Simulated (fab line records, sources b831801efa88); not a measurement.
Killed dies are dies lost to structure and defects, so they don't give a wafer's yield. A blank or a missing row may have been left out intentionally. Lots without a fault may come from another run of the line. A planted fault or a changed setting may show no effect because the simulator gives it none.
Which tool did it? / flow gf180mcu / 14 lots, 42 wafers sampled, at 3 steps of a route of 602

## WHAT EACH GAUGE READ, for each wafer
GF_M5_OVL_MEAS_08.
lot=L724; measured=day 26 21:10; on=overlay-02; M5_OVL (nm)=11 14 15
lot=L725; measured=day 27 02:52; on=overlay-02; M5_OVL (nm)=5 4 10
lot=L728; measured=day 28 15:10; on=overlay-02; M5_OVL (nm)=1 2 0
lot=L729; measured=day 28 11:51; on=overlay-01; M5_OVL (nm)=-1 4 0
lot=L730; measured=day 28 16:31; on=overlay-01; M5_OVL (nm)=-14 -9 -19
lot=L731; measured=day 29 02:34; on=overlay-01; M5_OVL (nm)=-1 5 1
lot=L733; measured=day 29 16:37; on=overlay-02; M5_OVL (nm)=-1 -3 -1
lot=L737; measured=day 30 18:49; on=overlay-02; M5_OVL (nm)=-2 -3 -4
lot=L738; measured=day 31 03:10; on=overlay-01; M5_OVL (nm)=0 -4 -3
lot=L741; measured=day 31 20:46; on=overlay-01; M5_OVL (nm)=-1 3 1
lot=L742; measured=day 32 01:09; on=overlay-02; M5_OVL (nm)=-4 -4 -4
lot=L745; measured=day 32 23:22; on=overlay-01; M5_OVL (nm)=-8 0 2
lot=L746; measured=day 33 03:33; on=overlay-01; M5_OVL (nm)=-6 1 -1
lot=L747; measured=day 33 06:25; on=overlay-01; M5_OVL (nm)=-3 4 -1

## EACH LOT AND THE TOOL THAT RAN IT (in order: tool; ch and the chambers of the sampled wafers; start)
lot=L724; GF_DNWELL_DEVELOP_06=lithoTrack-03 ch 0, day 2 19:00; GF_MIM_SPUTTER_03=pvdSputter-02, day 25 02:29
lot=L725; GF_DNWELL_DEVELOP_06=lithoTrack-01 ch 0, day 3 00:00; GF_MIM_SPUTTER_03=pvdSputter-03, day 25 07:22
lot=L728; GF_DNWELL_DEVELOP_06=lithoTrack-03 ch 0, day 3 19:00; GF_MIM_SPUTTER_03=pvdSputter-04, day 26 22:04
lot=L729; GF_DNWELL_DEVELOP_06=lithoTrack-03 ch 0, day 3 21:00; GF_MIM_SPUTTER_03=pvdSputter-04, day 26 18:10
lot=L730; GF_DNWELL_DEVELOP_06=lithoTrack-01 ch 0, day 4 01:00; GF_MIM_SPUTTER_03=pvdSputter-03, day 26 23:27
lot=L731; GF_DNWELL_DEVELOP_06=lithoTrack-04 ch 0, day 4 06:00; GF_MIM_SPUTTER_03=pvdSputter-04, day 27 10:29
lot=L733; GF_DNWELL_DEVELOP_06=lithoTrack-03 ch 0, day 4 18:00; GF_MIM_SPUTTER_03=pvdSputter-02, day 28 01:10
lot=L737; GF_DNWELL_DEVELOP_06=lithoTrack-03 ch 0, day 5 16:00; GF_MIM_SPUTTER_03=pvdSputter-04, day 29 05:16
lot=L738; GF_DNWELL_DEVELOP_06=lithoTrack-04 ch 0, day 5 20:00; GF_MIM_SPUTTER_03=pvdSputter-03, day 29 13:07
lot=L741; GF_DNWELL_DEVELOP_06=lithoTrack-01 ch 0, day 6 12:00; GF_MIM_SPUTTER_03=pvdSputter-04, day 30 08:25
lot=L742; GF_DNWELL_DEVELOP_06=lithoTrack-01 ch 0, day 6 17:00; GF_MIM_SPUTTER_03=pvdSputter-04, day 30 13:05
lot=L745; GF_DNWELL_DEVELOP_06=lithoTrack-01 ch 0, day 7 10:00; GF_MIM_SPUTTER_03=pvdSputter-02, day 31 12:20
lot=L746; GF_DNWELL_DEVELOP_06=lithoTrack-04 ch 0, day 7 17:00; GF_MIM_SPUTTER_03=pvdSputter-02, day 31 16:15
lot=L747; GF_DNWELL_DEVELOP_06=lithoTrack-01 ch 0, day 7 22:00; GF_MIM_SPUTTER_03=pvdSputter-02, day 31 19:08
- GF_DNWELL_DEVELOP_06: develop time 60 s.
- GF_MIM_SPUTTER_03: material Ti, target thk 10 nm, time 6.7 s.

## WHAT THE TOOLS THEMSELVES READ (means of the sampled wafers that have a number; where no wafer has one, the mark that the record gives instead)
GF_DNWELL_DEVELOP_06.
lot=L724; tool=lithoTrack-03; resistLineTempC (C)=22.97
lot=L725; tool=lithoTrack-01; resistLineTempC (C)=22.92
lot=L728; tool=lithoTrack-03; resistLineTempC (C)=22.93
lot=L729; tool=lithoTrack-03; resistLineTempC (C)=23.06
lot=L730; tool=lithoTrack-01; resistLineTempC (C)=23.01
lot=L731; tool=lithoTrack-04; resistLineTempC (C)=23.11
lot=L733; tool=lithoTrack-03; resistLineTempC (C)=22.96
lot=L737; tool=lithoTrack-03; resistLineTempC (C)=23.01
lot=L738; tool=lithoTrack-04; resistLineTempC (C)=22.97
lot=L741; tool=lithoTrack-01; resistLineTempC (C)=23.12
lot=L742; tool=lithoTrack-01; resistLineTempC (C)=22.91
lot=L745; tool=lithoTrack-01; resistLineTempC (C)=23.07
lot=L746; tool=lithoTrack-04; resistLineTempC (C)=22.80
lot=L747; tool=lithoTrack-01; resistLineTempC (C)=23.04

GF_MIM_SPUTTER_03.
lot=L724; tool=pvdSputter-02; chamberPressurePa (Pa)=0.3002; throttleValvePct (%)=30.1
lot=L725; tool=pvdSputter-03; chamberPressurePa (Pa)=0.3004; throttleValvePct (%)=31.2
lot=L728; tool=pvdSputter-04; chamberPressurePa (Pa)=0.3000; throttleValvePct (%)=30.6
lot=L729; tool=pvdSputter-04; chamberPressurePa (Pa)=0.3004; throttleValvePct (%)=29.5
lot=L730; tool=pvdSputter-03; chamberPressurePa (Pa)=0.2996; throttleValvePct (%)=30.5
lot=L731; tool=pvdSputter-04; chamberPressurePa (Pa)=0.3003; throttleValvePct (%)=29.9
lot=L733; tool=pvdSputter-02; chamberPressurePa (Pa)=0.3003; throttleValvePct (%)=29.4
lot=L737; tool=pvdSputter-04; chamberPressurePa (Pa)=0.2996; throttleValvePct (%)=29.4
lot=L738; tool=pvdSputter-03; chamberPressurePa (Pa)=0.2994; throttleValvePct (%)=30.7
lot=L741; tool=pvdSputter-04; chamberPressurePa (Pa)=0.2992; throttleValvePct (%)=30.9
lot=L742; tool=pvdSputter-04; chamberPressurePa (Pa)=0.3001; throttleValvePct (%)=31.1
lot=L745; tool=pvdSputter-02; chamberPressurePa (Pa)=0.3002; throttleValvePct (%)=30.0
lot=L746; tool=pvdSputter-02; chamberPressurePa (Pa)=0.3009; throttleValvePct (%)=29.9
lot=L747; tool=pvdSputter-02; chamberPressurePa (Pa)=0.2995; throttleValvePct (%)=30.3

## THE ANSWER, worked out from the rows above alone
Rule: the usual values come from the lots themselves. The widest of any qualifying gaps counts: lots, ordered by their means at a reading, are off when they make up no more than a third of the lots, leave a main group of 4 or more, and stand apart from it by 3 or more times the standard deviation of that group's means. Not used: any main group whose means are identical at the precision the tables above print for the reading. Also off: a lot with no number at a reading for which 4 or more lots have one. The other lots that the step has rows for count as sound. First the gauges in route order, then the tools' own readings, where a lot's mean is used as printed above. The first step at which some lot is off is used, and at that step the reading that is off furthest; a lot without a number counts as furthest.
None of the lots is off at any reading shown; this tells nothing.

## WHAT THE SIMULATOR HAD PUT IN
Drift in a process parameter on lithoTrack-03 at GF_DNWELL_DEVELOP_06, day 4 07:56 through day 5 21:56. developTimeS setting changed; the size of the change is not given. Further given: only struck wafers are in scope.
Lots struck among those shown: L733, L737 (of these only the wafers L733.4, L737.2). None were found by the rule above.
